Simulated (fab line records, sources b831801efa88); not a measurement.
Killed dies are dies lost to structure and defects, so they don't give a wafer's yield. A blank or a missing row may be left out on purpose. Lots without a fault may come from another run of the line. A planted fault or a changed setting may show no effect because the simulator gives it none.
Split-lot experiment | flow sfq_line | 5 lots, 23 wafers read, on a route of 325 steps

THE SPLIT
At SFQ_TRILAYER_INCOMING_OXIDATION_002 (target thk 500 nm, ox time 4939 s), the setting temp_c was moved away from the recipe's 1000 C on 15 of the 23 wafers read, by -1.6% to +2.7%. The other wafers ran this setting at the recipe's value.

The reading is taken at the split's own step.

THE READING
SiO2_of_TRILAYER_INCOMING_OXIDATION_002.thk_nm (the simulator's own value, which no gauge read), in nm, at SFQ_TRILAYER_INCOMING_OXIDATION_002 (target thk 500 nm, ox time 4939 s). The file gives no usual value for it. The 8 wafers here that ran the recipe average 501.9 nm, standard deviation 6.6 nm.

wafer  | tool, chamber at the split | temp_c as run, C | against the recipe | SiO2_of_TRILAYER_INCOMING_OXIDATION_002.thk_nm, nm | against lot-mates on the recipe
L074.2 | -, -                       | 1000             | recipe             | 507.3                                              | -
L074.3 | -, -                       | 1000             | recipe             | 510.9                                              | -
L074.4 | -, -                       | 1000             | recipe             | 501.3                                              | -
L074.5 | -, -                       | 1000             | recipe             | 505.8                                              | -
L074.6 | -, -                       | 1000             | recipe             | 507.9                                              | -
L076.2 | -, -                       | 1027             | +2.7%              | 594.5                                              | no lot-mate on the recipe
L076.3 | -, -                       | 1027             | +2.7%              | 590.7                                              | no lot-mate on the recipe
L076.4 | -, -                       | 1027             | +2.7%              | 593.3                                              | no lot-mate on the recipe
L076.5 | -, -                       | 1027             | +2.7%              | 589.8                                              | no lot-mate on the recipe
L076.6 | -, -                       | 1027             | +2.7%              | 586                                                | no lot-mate on the recipe
L080.2 | furnace-02, 0              | 1000             | recipe             | 495.8                                              | -
L080.3 | furnace-02, 0              | 1000             | recipe             | 493.1                                              | -
L080.6 | furnace-02, 0              | 1000             | recipe             | 493.4                                              | -
L083.1 | -, -                       | 983.5            | -1.6%              | 432.3                                              | no lot-mate on the recipe
L083.2 | -, -                       | 983.5            | -1.6%              | 432.1                                              | no lot-mate on the recipe
L083.4 | -, -                       | 983.5            | -1.6%              | 432.9                                              | no lot-mate on the recipe
L083.5 | -, -                       | 983.5            | -1.6%              | 435.1                                              | no lot-mate on the recipe
L083.6 | -, -                       | 983.5            | -1.6%              | 441                                                | no lot-mate on the recipe
L084.1 | -, -                       | 1008             | +0.8%              | 526.3                                              | no lot-mate on the recipe
L084.3 | -, -                       | 1008             | +0.8%              | 523.8                                              | no lot-mate on the recipe
L084.4 | -, -                       | 1008             | +0.8%              | 531.4                                              | no lot-mate on the recipe
L084.5 | -, -                       | 1008             | +0.8%              | 525                                                | no lot-mate on the recipe
L084.6 | -, -                       | 1008             | +0.8%              | 525                                                | no lot-mate on the recipe

THE FIT
A straight line over all 23 wafers: SiO2_of_TRILAYER_INCOMING_OXIDATION_002.thk_nm changes by +35.5 nm for each +1% of temp_c; r = +0.99; the points scatter about the line by 6 nm.
Too few moved wafers have a lot-mate on the recipe to fit a line with each lot's own level taken away.

THE FILE'S OWN FIT
SiO2_of_TRILAYER_INCOMING_OXIDATION_002.thk_nm changes by +35.5 nm for each +1% of temp_c, r = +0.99.
